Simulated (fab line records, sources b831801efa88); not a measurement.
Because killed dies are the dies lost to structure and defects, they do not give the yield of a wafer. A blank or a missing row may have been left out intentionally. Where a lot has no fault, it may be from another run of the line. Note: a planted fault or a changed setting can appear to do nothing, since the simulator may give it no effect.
fab line records / flow sfq_line
record lots=5 wafers=15 last_day=83
route steps=325 shown M4@162 I4@163
lots that met no fault: from a run of the same line without faults
start_h: the number of hours between the record's first day and the start of the first shown wafer of the lot / wait_h: hours elapsed since this lot's preceding step / " the same as in the row above / L1.1+2: several wafers, shown together as one row / - no value, or no start given / * or withheld: withheld / < > ~ a bound
route shown NAME@n: a module of which the file shows steps, and the number in the route of the first / usual: average and standard deviation across the fault-free wafers / same: alike in all rows / chamber/n: place in a boat / sites: each site's reading / _std_site: how widely they spread, as a standard deviation / _edge_site: inner sites' mean taken away from outer sites' mean / radius_mm: how far each site lies from the wafer's centre / mask NAME#n: copy n / behind: the last tool/chamber to shape the wafer / hold: what put the lot on hold/how long, in hours/how the hold closed / device: transistor that didn't switch, given as n, p or np / end of line: tests run on the same wafers once the route is complete / a step given without rows: its recipe and nothing more / killed: count of dies lost to structure and defects at first sort (not the wafer's yield) / map: dies across one wafer; x = killed, . = not, _ = none there
set.NAME: the setting the step ran with; set.NAME@STEP: the setting that earlier step ran with / model.NAME: the simulator's own value behind a step, which no gauge read
lots at some steps of the route; a table a step, a row a wafer
services: when a tool's chamber went out of use (start_h, in hours from the record's first day, below 0 if earlier), for how many hours, and the reason
## steps
# step SFQ_TRILAYER_M4_STRIP_SOLV_CLEAN_098
# recipe chemistry=NMP temp_c=70 time_s=600
# step SFQ_TRILAYER_I4_DEP_PECVD_099
# recipe material=SiO2 temp_c=150 time_s=111.11 pressure_torr=2.4 rf_w=183.3 precursor=SiH4/N2O target_thk_nm=500
# usual heater_power_outer_w=28/11 heater_power_w=82/17 showerhead_vpp_V=839/31 throttle_valve_pct=24.7/1.9
lot.wafer=L542.2 tool=pecvd-03 chamber=2 start_h=1229.27 wait_h=0.0 heater_power_outer_w=23 heater_power_w=72 showerhead_vpp_V=819 throttle_valve_pct=22.9
lot.wafer=L542.3 tool=pecvd-03 chamber=0 start_h=1229.27 wait_h=0.0 heater_power_outer_w=45 heater_power_w=109 showerhead_vpp_V=846 throttle_valve_pct=24.9
lot.wafer=L542.6 tool=pecvd-03 chamber=1 start_h=1229.27 wait_h=0.0 heater_power_outer_w=27 heater_power_w=75 showerhead_vpp_V=870 throttle_valve_pct=27.7
lot.wafer=L544.3 tool=pecvd-02 chamber=2 start_h=1243.69 wait_h=0.0 heater_power_outer_w=20 heater_power_w=69 showerhead_vpp_V=822 throttle_valve_pct=23.6
lot.wafer=L544.4 tool=pecvd-02 chamber=0 start_h=1243.69 wait_h=0.0 heater_power_outer_w=21 heater_power_w=77 showerhead_vpp_V=878 throttle_valve_pct=23.0
lot.wafer=L544.5 tool=pecvd-02 chamber=2 start_h=1243.69 wait_h=0.0 heater_power_outer_w=22 heater_power_w=73 showerhead_vpp_V=805 throttle_valve_pct=23.2
lot.wafer=L549.1 tool=pecvd-03 chamber=0 start_h=1278.29 wait_h=0.0 heater_power_outer_w=45 heater_power_w=108 showerhead_vpp_V=840 throttle_valve_pct=24.9
lot.wafer=L549.2 tool=pecvd-03 chamber=1 start_h=1278.29 wait_h=0.0 heater_power_outer_w=29 heater_power_w=80 showerhead_vpp_V=867 throttle_valve_pct=27.8
lot.wafer=L549.5 tool=pecvd-03 chamber=2 start_h=1278.29 wait_h=0.0 heater_power_outer_w=26 heater_power_w=76 showerhead_vpp_V=831 throttle_valve_pct=22.8
lot.wafer=L553.2 tool=pecvd-03 chamber=1 start_h=1333.49 wait_h=0.0 heater_power_outer_w=23 heater_power_w=71 showerhead_vpp_V=867 throttle_valve_pct=27.6
lot.wafer=L553.3 tool=pecvd-03 chamber=0 start_h=1333.49 wait_h=0.0 heater_power_outer_w=43 heater_power_w=109 showerhead_vpp_V=844 throttle_valve_pct=24.6
lot.wafer=L553.4 tool=pecvd-03 chamber=1 start_h=1333.49 wait_h=0.0 heater_power_outer_w=25 heater_power_w=74 showerhead_vpp_V=870 throttle_valve_pct=27.9
lot.wafer=L558.2 tool=pecvd-01 chamber=1 start_h=1365.48 wait_h=0.0 heater_power_outer_w=44 heater_power_w=104 showerhead_vpp_V=832 throttle_valve_pct=27.7
lot.wafer=L558.4 tool=pecvd-01 chamber=2 start_h=1365.48 wait_h=0.0 heater_power_outer_w=32 heater_power_w=77 showerhead_vpp_V=829 throttle_valve_pct=25.5
lot.wafer=L558.6 tool=pecvd-01 chamber=1 start_h=1365.48 wait_h=0.0 heater_power_outer_w=46 heater_power_w=108 showerhead_vpp_V=834 throttle_valve_pct=27.9
# step SFQ_TRILAYER_I4_CMP_CMP_100
# recipe material=SiO2 down_force_psi=3 platen_rpm=60 pad_velocity_m_s=0.94248
# usual motor_current_A=9.5/0.87 retaining_ring_pressure_frac=1.000/0.0049 time_to_endpoint_s=214/9
lot.wafer=L542.3 tool=cmp-01 chamber=3 start_h=1229.35 wait_h=0.0 motor_current_A=10.9 retaining_ring_pressure_frac=0.993 time_to_endpoint_s=212
lot.wafer=L542.2 tool=cmp-01 chamber=1 start_h=1230.35 wait_h=1.0 motor_current_A=8.3 retaining_ring_pressure_frac=0.995 time_to_endpoint_s=209
lot.wafer=L542.6 tool=cmp-01 chamber=3 start_h=1231.35 wait_h=2.0 motor_current_A=10.7 retaining_ring_pressure_frac=0.998 time_to_endpoint_s=229
lot.wafer=L544.3 tool=cmp-01 chamber=0 start_h=1245.90 wait_h=2.2 motor_current_A=9.2 retaining_ring_pressure_frac=1.003 time_to_endpoint_s=220
lot.wafer=L544.4 tool=cmp-01 chamber=1 start_h=1245.90 wait_h=2.2 motor_current_A=8.4 retaining_ring_pressure_frac=1.005 time_to_endpoint_s=227
lot.wafer=L544.5 tool=cmp-01 chamber=0 start_h=1247.90 wait_h=4.1 motor_current_A=9.8 retaining_ring_pressure_frac=1.002 time_to_endpoint_s=222
lot.wafer=L549.1 tool=cmp-02 chamber=0 start_h=1286.02 wait_h=7.7 motor_current_A=8.5 retaining_ring_pressure_frac=1.003 time_to_endpoint_s=202
lot.wafer=L549.2 tool=cmp-02 chamber=3 start_h=1287.52 wait_h=9.2 motor_current_A=9.9 retaining_ring_pressure_frac=0.999 time_to_endpoint_s=208
lot.wafer=L549.5 tool=cmp-02 chamber=0 start_h=1287.52 wait_h=9.2 motor_current_A=9.0 retaining_ring_pressure_frac=0.993 time_to_endpoint_s=232
lot.wafer=L553.3 tool=cmp-01 chamber=3 start_h=1360.42 wait_h=26.9 motor_current_A=10.7 retaining_ring_pressure_frac=1.000 time_to_endpoint_s=229
lot.wafer=L553.4 tool=cmp-01 chamber=0 start_h=1360.42 wait_h=26.9 motor_current_A=9.0 retaining_ring_pressure_frac=1.011 time_to_endpoint_s=221
lot.wafer=L553.2 tool=cmp-01 chamber=1 start_h=1360.42 wait_h=26.9 motor_current_A=8.3 retaining_ring_pressure_frac=1.000 time_to_endpoint_s=215
lot.wafer=L558.2 tool=cmp-01 chamber=2 start_h=1401.20 wait_h=35.7 motor_current_A=9.7 retaining_ring_pressure_frac=1.001 time_to_endpoint_s=200
lot.wafer=L558.4 tool=cmp-01 chamber=3 start_h=1401.20 wait_h=35.7 motor_current_A=11.4 retaining_ring_pressure_frac=0.999 time_to_endpoint_s=215
lot.wafer=L558.6 tool=cmp-01 chamber=0 start_h=1401.20 wait_h=35.7 motor_current_A=9.8 retaining_ring_pressure_frac=0.996 time_to_endpoint_s=209
# step SFQ_I4_BOW_MEAS_927
# recipe mode=bow
# usual I4_BOW=6/11
lot.wafer=L542.2 tool=film_metro-01 chamber=- start_h=1232.37 wait_h=1.5 I4_BOW[um]=-14
lot.wafer=L542.3 tool=film_metro-01 chamber=- start_h=1232.37 wait_h=1.5 I4_BOW[um]=-7
lot.wafer=L542.6 tool=film_metro-01 chamber=- start_h=1232.37 wait_h=1.5 I4_BOW[um]=-5
lot.wafer=L544.3 tool=film_metro-03 chamber=- start_h=1248.44 wait_h=2.0 I4_BOW[um]=1
lot.wafer=L544.4 tool=film_metro-03 chamber=- start_h=1248.44 wait_h=2.0 I4_BOW[um]=0
lot.wafer=L544.5 tool=film_metro-03 chamber=- start_h=1248.44 wait_h=2.0 I4_BOW[um]=2
lot.wafer=L549.1 tool=film_metro-04 chamber=- start_h=1289.02 wait_h=2.5 I4_BOW[um]=12
lot.wafer=L549.2 tool=film_metro-04 chamber=- start_h=1289.02 wait_h=2.5 I4_BOW[um]=2
lot.wafer=L549.5 tool=film_metro-04 chamber=- start_h=1289.02 wait_h=2.5 I4_BOW[um]=20
lot.wafer=L553.2 tool=film_metro-03 chamber=- start_h=1363.44 wait_h=1.5 I4_BOW[um]=8
lot.wafer=L553.3 tool=film_metro-03 chamber=- start_h=1363.44 wait_h=1.5 I4_BOW[um]=0
lot.wafer=L553.4 tool=film_metro-03 chamber=- start_h=1363.44 wait_h=1.5 I4_BOW[um]=16
lot.wafer=L558.2 tool=film_metro-04 chamber=- start_h=1403.22 wait_h=1.5 I4_BOW[um]=8
lot.wafer=L558.4 tool=film_metro-04 chamber=- start_h=1403.22 wait_h=1.5 I4_BOW[um]=4
lot.wafer=L558.6 tool=film_metro-04 chamber=- start_h=1403.22 wait_h=1.5 I4_BOW[um]=10
# step SFQ_TRILAYER_I4_METRO_MEASURE_101
# usual thk_nm=199.8/1.2
lot.wafer=L542.2 tool=film_metro-01 chamber=- start_h=1232.67 wait_h=0.3 thk_nm=201.3
lot.wafer=L542.3 tool=film_metro-01 chamber=- start_h=1232.67 wait_h=0.3 thk_nm=201.7
lot.wafer=L542.6 tool=film_metro-01 chamber=- start_h=1232.67 wait_h=0.3 thk_nm=201.7
lot.wafer=L544.3 tool=film_metro-03 chamber=- start_h=1248.92 wait_h=0.5 thk_nm=199.5
lot.wafer=L544.4 tool=film_metro-03 chamber=- start_h=1248.92 wait_h=0.5 thk_nm=200.5
lot.wafer=L544.5 tool=film_metro-03 chamber=- start_h=1248.92 wait_h=0.5 thk_nm=200.6
lot.wafer=L549.1 tool=film_metro-04 chamber=- start_h=1289.14 wait_h=0.1 thk_nm=201.1
lot.wafer=L549.2 tool=film_metro-04 chamber=- start_h=1289.14 wait_h=0.1 thk_nm=198.9
lot.wafer=L549.5 tool=film_metro-04 chamber=- start_h=1289.14 wait_h=0.1 thk_nm=200.3
lot.wafer=L553.2 tool=film_metro-03 chamber=- start_h=1363.74 wait_h=0.3 thk_nm=198.1
lot.wafer=L553.3 tool=film_metro-03 chamber=- start_h=1363.74 wait_h=0.3 thk_nm=199.7
lot.wafer=L553.4 tool=film_metro-03 chamber=- start_h=1363.74 wait_h=0.3 thk_nm=199.1
lot.wafer=L558.2 tool=film_metro-04 chamber=- start_h=1403.52 wait_h=0.3 thk_nm=198.9
lot.wafer=L558.4 tool=film_metro-04 chamber=- start_h=1403.52 wait_h=0.3 thk_nm=199.5
lot.wafer=L558.6 tool=film_metro-04 chamber=- start_h=1403.52 wait_h=0.3 thk_nm=199.1
# step SFQ_TRILAYER_I4_VIA_LITHO_COAT_108
# recipe resist=BARC spin_rpm=3000 resist_thk_nm=62
# step SFQ_TRILAYER_I4_VIA_LITHO_COAT_103
# recipe resist=KrF spin_rpm=3000 resist_thk_nm=650
# step SFQ_TRILAYER_I4_VIA_LITHO_SOFTBAKE_107
# recipe temp_c=withheld time_s=withheld resist=KrF
# step SFQ_TRILAYER_I4_VIA_LITHO_EXPOSE_104
# recipe mask_id=I4 na=0.6 source_shape=conventional sigma_outer=0.65 target_cd_nm=700 dose_mj=21.3
# step SFQ_TRILAYER_I4_VIA_LITHO_PEB_106
# recipe peb_temp_c=115 peb_time_s=60 resist=KrF
# step SFQ_TRILAYER_I4_VIA_LITHO_DEVELOP_105
# recipe time_s=60 resist=KrF
# step SFQ_I4_OVL_MEAS_928
# usual I4_OVL=5/4.6
lot.wafer=L542.2 tool=overlay-01 chamber=- start_h=1236.53 wait_h=0.1 I4_OVL[nm]=10
lot.wafer=L542.3 tool=overlay-01 chamber=- start_h=1236.53 wait_h=0.1 I4_OVL[nm]=5
lot.wafer=L542.6 tool=overlay-01 chamber=- start_h=1236.53 wait_h=0.1 I4_OVL[nm]=8
lot.wafer=L544.3 tool=overlay-01 chamber=- start_h=1352.91 wait_h=0.1 I4_OVL[nm]=-3
lot.wafer=L544.4 tool=overlay-01 chamber=- start_h=1352.91 wait_h=0.1 I4_OVL[nm]=-9
lot.wafer=L544.5 tool=overlay-01 chamber=- start_h=1352.91 wait_h=0.1 I4_OVL[nm]=-4
lot.wafer=L549.1 tool=overlay-02 chamber=- start_h=1390.99 wait_h=0.1 I4_OVL[nm]=6
lot.wafer=L549.2 tool=overlay-02 chamber=- start_h=1390.99 wait_h=0.1 I4_OVL[nm]=8
lot.wafer=L549.5 tool=overlay-02 chamber=- start_h=1390.99 wait_h=0.1 I4_OVL[nm]=7
lot.wafer=L553.2 tool=overlay-01 chamber=- start_h=1441.08 wait_h=0.1 I4_OVL[nm]=-4
lot.wafer=L553.3 tool=overlay-01 chamber=- start_h=1441.08 wait_h=0.1 I4_OVL[nm]=0
lot.wafer=L553.4 tool=overlay-01 chamber=- start_h=1441.08 wait_h=0.1 I4_OVL[nm]=3
lot.wafer=L558.2 tool=overlay-02 chamber=- start_h=1502.25 wait_h=0.1 I4_OVL[nm]=10
lot.wafer=L558.4 tool=overlay-02 chamber=- start_h=1502.25 wait_h=0.1 I4_OVL[nm]=6
lot.wafer=L558.6 tool=overlay-02 chamber=- start_h=1502.25 wait_h=0.1 I4_OVL[nm]=7
# step SFQ_TRILAYER_I4_VIA_BARC_OPEN_VIA_ETCH_146
# recipe mask_material=PR chemistry=O2 target_depth_nm=125 target=BARC source_w=500 bias_w=80 pressure_mtorr=30 time_s=41.7
# usual drypump_motor_current_A=5.7/0.53 oes_product_au=0.685/0.0045 rf_fwd_power_W=495.5/2.4
lot.wafer=L542.2 tool=rie_diel-02 chamber=0 start_h=1236.56 wait_h=0.0 drypump_motor_current_A=5.7 oes_product_au=0.684 rf_fwd_power_W=494.2 rf_hours_counter_h=16 model.KrF_of_TRILAYER_I4_VIA_LITHO_COAT_103.thk_nm=574.3
lot.wafer=L542.3 tool=rie_diel-02 chamber=1 start_h=1236.56 wait_h=0.0 drypump_motor_current_A=5.2 oes_product_au=0.688 rf_fwd_power_W=493.2 rf_hours_counter_h=7 model.KrF_of_TRILAYER_I4_VIA_LITHO_COAT_103.thk_nm=577.2
lot.wafer=L542.6 tool=rie_diel-02 chamber=2 start_h=1236.56 wait_h=0.0 drypump_motor_current_A=5.1 oes_product_au=0.685 rf_fwd_power_W=490.3 rf_hours_counter_h=- model.KrF_of_TRILAYER_I4_VIA_LITHO_COAT_103.thk_nm=575.3
lot.wafer=L544.3 tool=rie_diel-03 chamber=0 start_h=1352.93 wait_h=0.0 drypump_motor_current_A=5.3 oes_product_au=0.687 rf_fwd_power_W=577.6 rf_hours_counter_h=16 model.KrF_of_TRILAYER_I4_VIA_LITHO_COAT_103.thk_nm=566.1
lot.wafer=L544.4 tool=rie_diel-03 chamber=2 start_h=1352.93 wait_h=0.0 drypump_motor_current_A=5.7 oes_product_au=0.686 rf_fwd_power_W=490.8 rf_hours_counter_h=18 model.KrF_of_TRILAYER_I4_VIA_LITHO_COAT_103.thk_nm=575
lot.wafer=L544.5 tool=rie_diel-03 chamber=1 start_h=1352.93 wait_h=0.0 drypump_motor_current_A=6.7 oes_product_au=0.678 rf_fwd_power_W=498.0 rf_hours_counter_h=- model.KrF_of_TRILAYER_I4_VIA_LITHO_COAT_103.thk_nm=572.7
lot.wafer=L549.1 tool=rie_diel-02 chamber=3 start_h=1391.03 wait_h=0.0 drypump_motor_current_A=6.0 oes_product_au=0.686 rf_fwd_power_W=493.2 rf_hours_counter_h=5 model.KrF_of_TRILAYER_I4_VIA_LITHO_COAT_103.thk_nm=576.9
lot.wafer=L549.2 tool=rie_diel-02 chamber=0 start_h=1391.03 wait_h=0.0 drypump_motor_current_A=5.7 oes_product_au=0.681 rf_fwd_power_W=497.7 rf_hours_counter_h=18 model.KrF_of_TRILAYER_I4_VIA_LITHO_COAT_103.thk_nm=574.1
lot.wafer=L549.5 tool=rie_diel-02 chamber=3 start_h=1391.03 wait_h=0.0 drypump_motor_current_A=6.0 oes_product_au=0.681 rf_fwd_power_W=495.0 rf_hours_counter_h=- model.KrF_of_TRILAYER_I4_VIA_LITHO_COAT_103.thk_nm=576.4
lot.wafer=L553.2 tool=rie_diel-03 chamber=0 start_h=1441.11 wait_h=0.0 drypump_motor_current_A=5.3 oes_product_au=0.685 rf_fwd_power_W=497.6 rf_hours_counter_h=19 model.KrF_of_TRILAYER_I4_VIA_LITHO_COAT_103.thk_nm=574.4
lot.wafer=L553.3 tool=rie_diel-03 chamber=1 start_h=1441.11 wait_h=0.0 drypump_motor_current_A=6.7 oes_product_au=0.681 rf_fwd_power_W=498.2 rf_hours_counter_h=16 model.KrF_of_TRILAYER_I4_VIA_LITHO_COAT_103.thk_nm=575.8
lot.wafer=L553.4 tool=rie_diel-03 chamber=0 start_h=1441.11 wait_h=0.0 drypump_motor_current_A=5.3 oes_product_au=0.678 rf_fwd_power_W=498.7 rf_hours_counter_h=- model.KrF_of_TRILAYER_I4_VIA_LITHO_COAT_103.thk_nm=577.4
lot.wafer=L558.2 tool=rie_diel-03 chamber=0 start_h=1502.28 wait_h=0.0 drypump_motor_current_A=5.3 oes_product_au=0.684 rf_fwd_power_W=495.9 rf_hours_counter_h=20 model.KrF_of_TRILAYER_I4_VIA_LITHO_COAT_103.thk_nm=574.2
lot.wafer=L558.4 tool=rie_diel-03 chamber=2 start_h=1502.28 wait_h=0.0 drypump_motor_current_A=5.7 oes_product_au=0.684 rf_fwd_power_W=491.7 rf_hours_counter_h=1 model.KrF_of_TRILAYER_I4_VIA_LITHO_COAT_103.thk_nm=574.5
lot.wafer=L558.6 tool=rie_diel-03 chamber=0 start_h=1502.28 wait_h=0.0 drypump_motor_current_A=5.3 oes_product_au=0.678 rf_fwd_power_W=497.9 rf_hours_counter_h=- model.KrF_of_TRILAYER_I4_VIA_LITHO_COAT_103.thk_nm=575.2
# step SFQ_TRILAYER_I4_VIA_ETCH_VIA_ETCH_106
# recipe target=SiO2 stop_on=Nb mask_material=PR taper_deg=20 chemistry=CHF3 target_depth_nm=260 source_w=500 bias_w=80 pressure_mtorr=30 time_s=withheld
# usual drypump_motor_current_A=5.7/0.53 oes_product_au=0.854/0.0052 rf_fwd_power_W=498.3/1.6
lot.wafer=L542.2 tool=rie_diel-02 chamber=0 start_h=1236.60 wait_h=0.0 drypump_motor_current_A=5.7 oes_product_au=0.855 rf_fwd_power_W=500.7 model.KrF_of_TRILAYER_I4_VIA_LITHO_COAT_103.thk_nm=528.6
lot.wafer=L542.3 tool=rie_diel-02 chamber=1 start_h=1236.60 wait_h=0.0 drypump_motor_current_A=5.2 oes_product_au=0.865 rf_fwd_power_W=498.4 model.KrF_of_TRILAYER_I4_VIA_LITHO_COAT_103.thk_nm=533.7
lot.wafer=L542.6 tool=rie_diel-02 chamber=2 start_h=1236.60 wait_h=0.0 drypump_motor_current_A=5.0 oes_product_au=0.856 rf_fwd_power_W=496.6 model.KrF_of_TRILAYER_I4_VIA_LITHO_COAT_103.thk_nm=530.3
lot.wafer=L544.3 tool=rie_diel-03 chamber=0 start_h=1352.97 wait_h=0.0 drypump_motor_current_A=5.3 oes_product_au=0.854 rf_fwd_power_W=498.6 model.KrF_of_TRILAYER_I4_VIA_LITHO_COAT_103.thk_nm=522.3
lot.wafer=L544.4 tool=rie_diel-03 chamber=2 start_h=1352.97 wait_h=0.0 drypump_motor_current_A=5.7 oes_product_au=0.857 rf_fwd_power_W=500.7 model.KrF_of_TRILAYER_I4_VIA_LITHO_COAT_103.thk_nm=531.3
lot.wafer=L544.5 tool=rie_diel-03 chamber=1 start_h=1352.97 wait_h=0.0 drypump_motor_current_A=6.7 oes_product_au=0.861 rf_fwd_power_W=498.6 model.KrF_of_TRILAYER_I4_VIA_LITHO_COAT_103.thk_nm=527.9
lot.wafer=L549.1 tool=rie_diel-02 chamber=3 start_h=1391.06 wait_h=0.0 drypump_motor_current_A=6.0 oes_product_au=0.855 rf_fwd_power_W=494.1 model.KrF_of_TRILAYER_I4_VIA_LITHO_COAT_103.thk_nm=533.1
lot.wafer=L549.2 tool=rie_diel-02 chamber=0 start_h=1391.06 wait_h=0.0 drypump_motor_current_A=5.7 oes_product_au=0.850 rf_fwd_power_W=501.7 model.KrF_of_TRILAYER_I4_VIA_LITHO_COAT_103.thk_nm=528.7
lot.wafer=L549.5 tool=rie_diel-02 chamber=3 start_h=1391.06 wait_h=0.0 drypump_motor_current_A=6.1 oes_product_au=0.865 rf_fwd_power_W=498.9 model.KrF_of_TRILAYER_I4_VIA_LITHO_COAT_103.thk_nm=532.3
lot.wafer=L553.2 tool=rie_diel-03 chamber=0 start_h=1441.15 wait_h=0.0 drypump_motor_current_A=5.3 oes_product_au=0.847 rf_fwd_power_W=498.3 model.KrF_of_TRILAYER_I4_VIA_LITHO_COAT_103.thk_nm=530.3
lot.wafer=L553.3 tool=rie_diel-03 chamber=1 start_h=1441.15 wait_h=0.0 drypump_motor_current_A=6.8 oes_product_au=0.853 rf_fwd_power_W=495.7 model.KrF_of_TRILAYER_I4_VIA_LITHO_COAT_103.thk_nm=531.2
lot.wafer=L553.4 tool=rie_diel-03 chamber=0 start_h=1441.15 wait_h=0.0 drypump_motor_current_A=5.3 oes_product_au=0.860 rf_fwd_power_W=498.5 model.KrF_of_TRILAYER_I4_VIA_LITHO_COAT_103.thk_nm=533.3
lot.wafer=L558.2 tool=rie_diel-03 chamber=0 start_h=1502.32 wait_h=0.0 drypump_motor_current_A=5.3 oes_product_au=0.847 rf_fwd_power_W=499.5 model.KrF_of_TRILAYER_I4_VIA_LITHO_COAT_103.thk_nm=530.3
lot.wafer=L558.4 tool=rie_diel-03 chamber=2 start_h=1502.32 wait_h=0.0 drypump_motor_current_A=5.7 oes_product_au=0.851 rf_fwd_power_W=499.4 model.KrF_of_TRILAYER_I4_VIA_LITHO_COAT_103.thk_nm=530.7
lot.wafer=L558.6 tool=rie_diel-03 chamber=0 start_h=1502.32 wait_h=0.0 drypump_motor_current_A=5.3 oes_product_au=0.852 rf_fwd_power_W=498.2 model.KrF_of_TRILAYER_I4_VIA_LITHO_COAT_103.thk_nm=531.8
# step SFQ_TRILAYER_I4_VIA_STRIP_STRIP_107
# recipe gas=O2 power_w=200 platen_temp_c=40 overash_fraction=0.65 chemistry=O2 pressure_mtorr=50
# usual drypump_motor_current_A=5.4/0.36 oes_product_au=0.996/0.015
lot.wafer=L542.2 tool=rie_metal-03 chamber=0 start_h=1236.91 wait_h=- drypump_motor_current_A=5.0 oes_product_au=1.006 rf_hours_counter_h=-
lot.wafer=L542.3 tool=rie_metal-03 chamber=0 start_h=1236.91 wait_h=- drypump_motor_current_A=5.0 oes_product_au=1.007 rf_hours_counter_h=-
lot.wafer=L542.6 tool=rie_metal-03 chamber=0 start_h=1236.91 wait_h=- drypump_motor_current_A=5.0 oes_product_au=1.009 rf_hours_counter_h=-
lot.wafer=L544.3 tool=rie_metal-04 chamber=1 start_h=1353.28 wait_h=- drypump_motor_current_A=5.2 oes_product_au=1.005 rf_hours_counter_h=-
lot.wafer=L544.4 tool=rie_metal-04 chamber=0 start_h=1353.28 wait_h=- drypump_motor_current_A=5.5 oes_product_au=0.975 rf_hours_counter_h=-
lot.wafer=L544.5 tool=rie_metal-04 chamber=1 start_h=1353.28 wait_h=- drypump_motor_current_A=5.2 oes_product_au=1.003 rf_hours_counter_h=-
lot.wafer=L549.1 tool=rie_metal-01 chamber=1 start_h=1391.18 wait_h=- drypump_motor_current_A=6.1 oes_product_au=0.985 rf_hours_counter_h=20
lot.wafer=L549.2 tool=rie_metal-01 chamber=1 start_h=1391.18 wait_h=- drypump_motor_current_A=6.1 oes_product_au=0.983 rf_hours_counter_h=-
lot.wafer=L549.5 tool=rie_metal-01 chamber=1 start_h=1391.18 wait_h=- drypump_motor_current_A=6.0 oes_product_au=0.999 rf_hours_counter_h=-
lot.wafer=L553.2 tool=rie_metal-04 chamber=1 start_h=1441.26 wait_h=- drypump_motor_current_A=5.2 oes_product_au=1.003 rf_hours_counter_h=57
lot.wafer=L553.3 tool=rie_metal-04 chamber=1 start_h=1441.26 wait_h=- drypump_motor_current_A=5.2 oes_product_au=0.998 rf_hours_counter_h=-
lot.wafer=L553.4 tool=rie_metal-04 chamber=0 start_h=1441.26 wait_h=- drypump_motor_current_A=5.5 oes_product_au=0.982 rf_hours_counter_h=-
lot.wafer=L558.2 tool=rie_metal-04 chamber=1 start_h=1502.43 wait_h=- drypump_motor_current_A=5.2 oes_product_au=1.017 rf_hours_counter_h=66
lot.wafer=L558.4 tool=rie_metal-04 chamber=0 start_h=1502.43 wait_h=- drypump_motor_current_A=5.5 oes_product_au=0.994 rf_hours_counter_h=-
lot.wafer=L558.6 tool=rie_metal-04 chamber=0 start_h=1502.43 wait_h=- drypump_motor_current_A=5.5 oes_product_au=0.995 rf_hours_counter_h=-
## services
tool=rie_diel-03 chamber=- start_h=1207.90 hours=0.5 kind=repair
tool=film_metro-03 chamber=- start_h=1212.81 hours=0.8 kind=pm
tool=film_metro-03 chamber=- start_h=1213.65 hours=4.8 kind=pm
tool=film_metro-04 chamber=- start_h=1215.42 hours=0.7 kind=pm
tool=rie_diel-02 chamber=2 start_h=1232.80 hours=3.7 kind=repair
tool=pecvd-01 chamber=0 start_h=1242.84 hours=3.8 kind=repair
tool=rie_diel-02 chamber=1 start_h=1253.92 hours=10.6 kind=repair
tool=cmp-01 chamber=- start_h=1260.42 hours=4.0 kind=pm
tool=film_metro-04 chamber=- start_h=1262.89 hours=0.6 kind=pm
tool=cmp-01 chamber=- start_h=1288.96 hours=1.9 kind=repair
tool=rie_diel-03 chamber=2 start_h=1293.42 hours=1.2 kind=repair
tool=cmp-01 chamber=- start_h=1300.49 hours=0.3 kind=repair
tool=rie_diel-02 chamber=2 start_h=1323.90 hours=3.5 kind=repair
tool=film_metro-04 chamber=- start_h=1325.62 hours=0.6 kind=pm
tool=film_metro-04 chamber=- start_h=1328.60 hours=1.0 kind=pm
tool=film_metro-03 chamber=- start_h=1348.40 hours=0.9 kind=pm
tool=rie_diel-03 chamber=0 start_h=1362.13 hours=3.8 kind=repair
tool=cmp-01 chamber=- start_h=1372.42 hours=3.8 kind=pm
tool=rie_diel-03 chamber=3 start_h=1391.05 hours=6.5 kind=repair
tool=pecvd-03 chamber=- start_h=1399.14 hours=1.2 kind=repair
tool=rie_diel-03 chamber=- start_h=1453.16 hours=0.4 kind=repair
tool=film_metro-03 chamber=- start_h=1457.94 hours=1.0 kind=pm
tool=film_metro-03 chamber=- start_h=1458.90 hours=0.7 kind=pm
tool=film_metro-04 chamber=- start_h=1460.42 hours=0.9 kind=pm
## key
first_sign step=SFQ_TRILAYER_I4_VIA_BARC_OPEN_VIA_ETCH_146 reading=rf_fwd_power_W direction=up sigmas=35 usual=495.5 struck=577.6
effect none on later readings
model_effect step=SFQ_TRILAYER_I4_VIA_BARC_OPEN_VIA_ETCH_146 value=KrF_of_TRILAYER_I4_VIA_LITHO_COAT_103.thk_nm without=573.4 struck=566.1
model_effect step=SFQ_TRILAYER_I4_VIA_ETCH_VIA_ETCH_106 value=KrF_of_TRILAYER_I4_VIA_LITHO_COAT_103.thk_nm without=529.5 struck=522.3
met_at SFQ_TRILAYER_I4_VIA_BARC_OPEN_VIA_ETCH_146
struck_wafers L544.3
fault kind=process_parameter_drift tool=rie_diel-03 chamber=0 onset_h=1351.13 steps=SFQ_TRILAYER_I4_VIA_BARC_OPEN_VIA_ETCH_146 channel=source_w offset=80 shape=step end_h=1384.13 acts_in=these_recipes_only stated=500
